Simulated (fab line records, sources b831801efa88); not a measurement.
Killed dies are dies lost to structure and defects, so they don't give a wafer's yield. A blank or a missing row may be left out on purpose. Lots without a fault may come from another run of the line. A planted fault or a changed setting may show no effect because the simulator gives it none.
Which tool did it? | flow gf180mcu | 14 lots, 42 wafers sampled, at 6 steps of a route of 602

WHAT THE GAUGES READ, wafer by wafer
GF_NWELL_TW_MEAS_11.
lot  | measured    | on            | NWELL_TW
L923 | day 3 09:12 | film_metro-04 | 1555 1558 1554
L926 | day 4 00:50 | film_metro-04 | 1561 1551 1559
L927 | day 4 04:38 | film_metro-01 | 1581 1571 1569
L930 | day 4 22:49 | film_metro-01 | 1564 1563 1572
L931 | day 5 02:23 | film_metro-04 | 1531 1529 1535
L933 | day 5 15:38 | film_metro-02 | 1564 1565 1552
L935 | day 6 00:35 | film_metro-04 | 1551 1548 1541
L938 | day 6 19:38 | film_metro-04 | 1550 1550 1558
L939 | day 6 23:49 | film_metro-02 | 1418 1420 1420 1434 1433 1432
L940 | day 7 06:23 | film_metro-04 | 1545 1537 1544
L941 | day 7 10:13 | film_metro-02 | 1436 1432 1433 1428 1434 1433
L942 | day 7 17:06 | film_metro-04 | 1419 1416 1416 1418 1417 1418
L945 | day 8 08:37 | film_metro-01 | 1568 1567 1572
L946 | day 8 13:20 | film_metro-01 | 1565 1564 1564

GF_VT_IMPLANT_RS_MEAS_47: measures by four-point-probe.
lot  | measured     | on            | NWELL_RS (ohm/sq)
L923 | day 7 15:56  | film_metro-02 | 485.9 486.6 486.7
L926 | day 8 10:41  | film_metro-04 | 486.4 487.3 487.8
L927 | day 8 15:57  | film_metro-01 | 485.9 488.1 486.1
L930 | day 9 13:43  | film_metro-04 | 489.9 489.5 489.0
L931 | day 9 18:50  | film_metro-04 | 489.1 487.5 489.3
L933 | day 10 11:01 | film_metro-01 | 487.1 486.1 487.1
L935 | day 11 00:44 | film_metro-01 | 487.1 487.4 488.7
L938 | day 11 21:42 | film_metro-04 | 487.0 487.6 486.7
L939 | day 12 03:38 | film_metro-02 | 578.6 579.1 577.7 578.9 579.8 577.8
L940 | day 12 11:26 | film_metro-04 | 490.0 488.1 489.8
L941 | day 12 16:41 | film_metro-01 | 578.0 576.8 578.6 577.6 576.6 578.5
L942 | day 12 23:36 | film_metro-04 | 580.9 581.5 580.8 581.4 581.8 580.6
L945 | day 13 16:46 | film_metro-02 | 488.9 486.9 486.8
L946 | day 13 23:40 | film_metro-04 | 488.7 490.9 488.4

GF_SALICIDE_THK_MEAS_05: measures by xrf.
lot  | measured     | on            | SALICIDE_TIN_THK (nm)
L923 | day 15 05:35 | film_metro-02 | 19.9 19.9 20.1
L926 | day 16 02:57 | film_metro-04 | 19.9 19.8 19.7
L927 | day 16 11:28 | film_metro-03 | 19.2 19.5 19.3
L930 | day 17 18:40 | film_metro-04 | 20.7 20.3 20.5
L931 | day 18 02:23 | film_metro-04 | 19.9 20.0 20.0
L933 | day 19 02:31 | film_metro-03 | 20.1 20.1 20.0
L935 | day 19 17:13 | film_metro-04 | 20.0 19.8 19.8
L938 | day 20 22:50 | film_metro-04 | 20.3 20.2 20.2
L940 | day 21 15:40 | film_metro-03 | 19.6 19.4 19.4
L945 | day 23 04:46 | film_metro-03 | 19.9 20.3 20.4
L946 | day 23 10:34 | film_metro-02 | 19.5 19.6 19.7

GF_CONTACT_THK_MEAS_26: measures by xrf.
lot  | measured     | on            | CONTACT_W_THK (nm)
L923 | day 16 04:47 | film_metro-02 | 306 304 304
L926 | day 17 04:38 | film_metro-01 | 307 313 307
L927 | day 17 11:55 | film_metro-04 | 306 310 313
L930 | day 18 20:40 | film_metro-01 | 305 309 304
L931 | day 19 04:59 | film_metro-04 | 316 307 315
L933 | day 20 04:50 | film_metro-04 | 321 317 310
L935 | day 20 18:39 | film_metro-02 | 304 301 306
L938 | day 22 00:10 | film_metro-01 | 314 315 312
L940 | day 22 17:40 | film_metro-02 | 301 311 303
L945 | day 24 05:16 | film_metro-04 | 304 311 303
L946 | day 24 10:37 | film_metro-02 | 308 308 303

WHICH TOOL RAN EACH LOT (tool, then ch and the chambers of the sampled wafers, then the start)
lot  | GF_NWELL_IMPLANT_08            | GF_CONTACT_CVD_24
L923 | implanter-02 ch 0, day 3 08:49 | cvd_w-01 ch 0, day 16 04:34
L926 | implanter-02 ch 0, day 4 00:28 | cvd_w-01 ch 0,1, day 17 04:26
L927 | implanter-03 ch 0, day 4 04:15 | cvd_w-01 ch 0,1, day 17 11:41
L930 | implanter-03 ch 0, day 4 22:26 | cvd_w-02 ch 0,1, day 18 20:27
L931 | implanter-03 ch 0, day 5 02:00 | cvd_w-01 ch 0,1, day 19 04:45
L933 | implanter-04 ch 0, day 5 15:16 | cvd_w-02 ch 0,1, day 20 04:37
L935 | implanter-03 ch 0, day 6 00:11 | cvd_w-01 ch 0,1, day 20 18:26
L938 | implanter-04 ch 0, day 6 19:14 | cvd_w-02 ch 1, day 21 23:50
L939 | implanter-03 ch 0, day 6 23:27 | -
L940 | implanter-02 ch 0, day 7 06:01 | cvd_w-01 ch 0,1, day 22 17:27
L941 | implanter-03 ch 0, day 7 09:51 | -
L942 | implanter-03 ch 0, day 7 16:42 | -
L945 | implanter-02 ch 0, day 8 08:13 | cvd_w-01 ch 0,1, day 24 05:03
L946 | implanter-02 ch 0, day 8 12:56 | cvd_w-01 ch 0,1, day 24 10:23
- GF_NWELL_IMPLANT_08
- GF_CONTACT_CVD_24: deposits W, target thk 300 nm, time 90.339 s.

WHAT THE TOOLS THEMSELVES READ (means of the sampled wafers that have a number; where no wafer has one, the mark that the record gives instead)
GF_CONTACT_CVD_24.
lot  | tool     | heater_power_w (W)
L923 | cvd_w-01 | 916
L926 | cvd_w-01 | 914
L927 | cvd_w-01 | 919
L930 | cvd_w-02 | 828
L931 | cvd_w-01 | 914
L933 | cvd_w-02 | 848
L935 | cvd_w-01 | 919
L938 | cvd_w-02 | 893
L940 | cvd_w-01 | 911
L945 | cvd_w-01 | 910
L946 | cvd_w-01 | 921

THE ANSWER, worked out from the rows above alone
Rule: what is usual is taken from the lots themselves. Put in order of their means at a reading, lots are off if they are a third of the lots or fewer, leave a main group of 4 or more, and stand apart from it by a gap of 3 or more times the standard deviation of the main group's means; of several such gaps the widest counts. A main group whose means are all the same, to the digits that the tables above print for the reading, isn't used. A lot without any number at a reading at which 4 lots or more have one is off too. The other lots that the step has rows for count as sound. The gauges are gone through in route order, then the tools' own readings, and for those a lot's mean is taken as printed above. The first step at which some lot is off is used, and at that step the reading that is off furthest; a lot without a number counts as furthest.
Off: L939, L941, L942, at GF_NWELL_TW_MEAS_11 (NWELL_TW). The main group: mean 1556, standard deviation 12.
A tool fits if, at a process step before that reading, it ran every lot that is off, and no sound lot after the first of them. The gauges at GF_NWELL_TW_MEAS_11 are tried like those tools. One fits: implanter-03 at GF_NWELL_IMPLANT_08. Its last sound lot is L935 (day 6 00:11), its first lot that is off L939 (day 6 23:27): a fault that began between those two fits.

WHAT THE SIMULATOR HAD PUT IN
Process parameter drift: implanter-03, from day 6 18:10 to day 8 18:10, at GF_NWELL_IMPLANT_08. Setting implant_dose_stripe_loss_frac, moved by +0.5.
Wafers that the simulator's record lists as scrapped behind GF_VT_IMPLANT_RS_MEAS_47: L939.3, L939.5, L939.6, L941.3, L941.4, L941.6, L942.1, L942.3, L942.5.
Lots struck among those shown: L939, L941, L942. The rule above found the same.
